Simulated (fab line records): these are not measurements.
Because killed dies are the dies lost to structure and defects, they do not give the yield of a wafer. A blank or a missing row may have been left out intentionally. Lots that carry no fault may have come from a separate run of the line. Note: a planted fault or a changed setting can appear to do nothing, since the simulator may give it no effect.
Split-lot study | flow sky130 | 23 wafers read across 5 lots, on a route 708 steps long

== ON THE SPLIT ==
At SKY_LDD_HVN_IMPLANT_08, the setting energyKev was moved away from the recipe's 60 on 9 of the 23 wafers read, by -6.0% to +2.4%. All remaining wafers had this setting at the recipe value.

The reading is taken at the split's own step.

== THE READING ==
In nm, at SKY_LDD_HVN_IMPLANT_08: implant.drpNm, which is the simulator's own figure and was read by no gauge. No usual value for it is given in the file.

wafer  | tool, chamber at the split | energyKev as run | against the recipe | implant.drpNm, nm | against lot-mates on the recipe
L077.1 | implanter-04, 0            | 56.42            | -6.0%              | 26.72             | -1.43
L077.3 | implanter-04, 0            | 56.42            | -6.0%              | 26.72             | -1.43
L077.4 | implanter-04, 0            | 56.42            | -6.0%              | 26.72             | -1.43
L077.2 | implanter-04, 0            | 60               | recipe             | 28.15             | -
L077.5 | implanter-04, 0            | 60               | recipe             | 28.15             | -
L074.1 | implanter-02, 0            | 58.2             | -3.0%              | 27.43             | -0.72
L074.2 | implanter-02, 0            | 58.2             | -3.0%              | 27.43             | -0.72
L074.6 | implanter-02, 0            | 58.2             | -3.0%              | 27.43             | -0.72
L074.3 | implanter-02, 0            | 60               | recipe             | 28.15             | -
L074.5 | implanter-02, 0            | 60               | recipe             | 28.15             | -
L079.2 | implanter-02, 0            | 61.44            | +2.4%              | 28.73             | +0.58
L079.3 | implanter-02, 0            | 61.44            | +2.4%              | 28.73             | +0.58
L079.4 | implanter-02, 0            | 61.44            | +2.4%              | 28.73             | +0.58
L079.5 | implanter-02, 0            | 60               | recipe             | 28.15             | -
L079.6 | implanter-02, 0            | 60               | recipe             | 28.15             | -
L080.1 | implanter-04, 0            | 60               | recipe             | 28.15             | -
L080.2 | implanter-04, 0            | 60               | recipe             | 28.15             | -
L080.3 | implanter-04, 0            | 60               | recipe             | 28.15             | -
L080.4 | implanter-04, 0            | 60               | recipe             | 28.15             | -
L080.5 | implanter-04, 0            | 60               | recipe             | 28.15             | -
L082.4 | implanter-04, 0            | 60               | recipe             | 28.15             | -
L082.5 | implanter-04, 0            | 60               | recipe             | 28.15             | -
L082.6 | implanter-04, 0            | 60               | recipe             | 28.15             | -

FIT RESULTS
A straight line over all 23 wafers: implant.drpNm changes by +0.24 nm for each +1% of energyKev; r = +1.00; the points scatter about the line by 0.0015 nm.
The same after taking each lot's own level away (the mean of its wafers on the recipe; 23 wafers): +0.24 nm for each +1%; r = +1.00; scatter 0.0015 nm.
On that fit, the largest move of energyKev shifts the reading by 1.4 nm.
The lots' own levels span 28.150 to 28.150 nm.
The two slopes are in agreement: the lot-to-lot level therefore moves the slope only a little.
Check: with one of the wafers moved furthest among these (-6.0%) left out of the fit, the line predicts -1.43 nm for it against its lot-mates. Against them it came out at -1.43 nm.

== FURTHER SPLITS ON THESE WAFERS ==
Before the reading, these wafers also passed through other splits. Each is held against what the fit with the lots' levels taken away leaves over:
other split on the same wafers | wafers away from the commonest value | r with implant.drpNm (lot level and that fit taken away)
SKY_LDD_N_IMPLANT_10 energyKev | 11                                   | -0.20
SKY_LDD_P_COAT_02 resistThkNm  | 7                                    | +0.23
SKY_LDD_P_IMPLANT_09 energyKev | 9                                    | +0.48

== THE WHOLE CHAIN: every reading that the file lists as answering this split, in the file's order ==
step                   | what it does | reading                                                        | change (the file's fit)               | r (the file's)
SKY_LDD_HVN_IMPLANT_08 |              | implant.rpNm (the simulator's own value, which no gauge read)  | +0.572 nm for each +1% of the setting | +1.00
SKY_LDD_HVN_IMPLANT_08 |              | implant.drpNm (the simulator's own value, which no gauge read) | +0.24 nm for each +1% of the setting  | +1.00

== THE FILE'S OWN FIT ==
implant.drpNm changes by +0.24 nm for each +1% of energyKev, r = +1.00.
